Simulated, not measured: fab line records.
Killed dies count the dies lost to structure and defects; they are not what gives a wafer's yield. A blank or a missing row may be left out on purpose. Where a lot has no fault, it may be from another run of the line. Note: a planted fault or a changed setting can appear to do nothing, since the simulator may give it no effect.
Matching of chambers | flow sky130 | SKY_POLY_GATE_ETCH_15 on rie-diel-03 has 4 sister chambers
The step etches BARC in N2/H2, stops on SiO2, time 118.5 s, target depth 110 nm. 4 wafers are shown with their chamber, then 10 later ones without.

WAFERS WITH THEIR CHAMBER
wafer  | chamber | drypump-motor-current-A (A)
L085.4 | 1       | 6.7
L088.3 | 2       | 6.1
L089.1 | 0       | 5.7
L089.2 | 3       | 5.2

WAFERS WHOSE CHAMBER IS MISSING
wafer  | drypump-motor-current-A (A)
L089.3 | 6.6
L092.1 | 5.3
L092.2 | 6.2
L092.6 | 5.8
L095.1 | 5.8
L095.3 | 5.3
L095.6 | 6.6
L097.1 | 6.6
L097.4 | 5.2
L097.5 | 5.7

WHICH CHAMBER EACH WENT THROUGH
wafer  | from the rows above | in truth
L089.3 | 1                   | 1
L092.1 | 3                   | 3
L092.2 | 2                   | 2
L092.6 | 0                   | 0
L095.1 | 0                   | 0
L095.3 | 3                   | 3
L095.6 | 1                   | 1
L097.1 | 1                   | 1
L097.4 | 3                   | 3
L097.5 | 0                   | 0
Placed correctly: 10 of 10. From these rows, 0 cannot be placed. 0 placed wrongly.
How it was worked out, from the rows above alone: a wafer's distance from a chamber is the root of the sum, over the readings, of the square of ((its reading less the chamber's mean) divided by the reading's scatter). If the next closest chamber is less than 2 further off than the closest, the wafer can't be placed; otherwise it belongs to the closest. A chamber's mean is the mean of its shown wafers. The scatter (one wafer shown for each chamber): square how far every hidden wafer sits from the nearest shown wafer, average those squares and take the square root.
